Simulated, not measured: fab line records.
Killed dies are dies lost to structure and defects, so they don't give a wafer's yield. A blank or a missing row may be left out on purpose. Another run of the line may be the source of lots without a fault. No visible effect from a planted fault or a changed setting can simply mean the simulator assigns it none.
Matching of chambers    flow sky130    cmp-02 running SKY_VIA3_CMP_02: 4 sister chambers
The step polishes SiO2. 8 wafers are shown with their chamber, then 12 later ones without.

## EACH WAFER AND ITS CHAMBER
wafer   chamber  motor current A (A)  edge zone pressure frac
L090.2  2        12.5                 1.003
L090.5  0        10.2                 0.999
L091.2  3        12.9                 1.003
L091.4  1        12.0                 1.002
L091.5  2        12.0                 0.992
L092.3  3        13.9                 1.006
L092.4  0        10.3                 0.999
L092.5  1        12.0                 1.005

## WAFERS WITHOUT THEIR CHAMBER
wafer   motor current A (A)  edge zone pressure frac
L093.1  12.2                 1.005
L093.4  10.3                 1.004
L093.5  9.8                  0.999
L094.3  12.2                 1.001
L094.4  13.6                 1.013
L094.6  13.1                 1.005
L096.2  9.6                  1.003
L096.3  13.2                 0.998
L096.4  12.2                 0.998
L097.2  13.4                 0.997
L097.5  12.1                 1.004
L097.6  11.7                 1.007

## WHICH CHAMBER EACH WENT THROUGH
wafer   from the rows above           in truth
L093.1  can't be placed: 1 or 2       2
L093.4  0                             0
L093.5  0                             0
L094.3  can't be placed: 1 or 2       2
L094.4  3                             3
L094.6  3                             3
L096.2  0                             0
L096.3  can't be placed: 3 or 2 or 1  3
L096.4  can't be placed: 2 or 1       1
L097.2  can't be placed: 3 or 2       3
L097.5  can't be placed: 1 or 2       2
L097.6  can't be placed: 1 or 2       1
5 of 12 placed correctly. Cannot be placed on the basis of these rows: 7; the candidates contain the true chamber in 7. Wrongly placed: 0.
How it was worked out, from the rows above alone: a wafer's distance from a chamber is the root of the sum, over the readings, of the square of ((its reading less the chamber's mean) divided by the reading's scatter). If the next closest chamber is less than 2 further off than the closest, the wafer can't be placed; otherwise it belongs to the closest. Each chamber's mean is taken over the wafers shown for it. The scatter: the root of (the sum of the squares of (reading less its chamber's mean) over the shown wafers, divided by (wafers less chambers)).
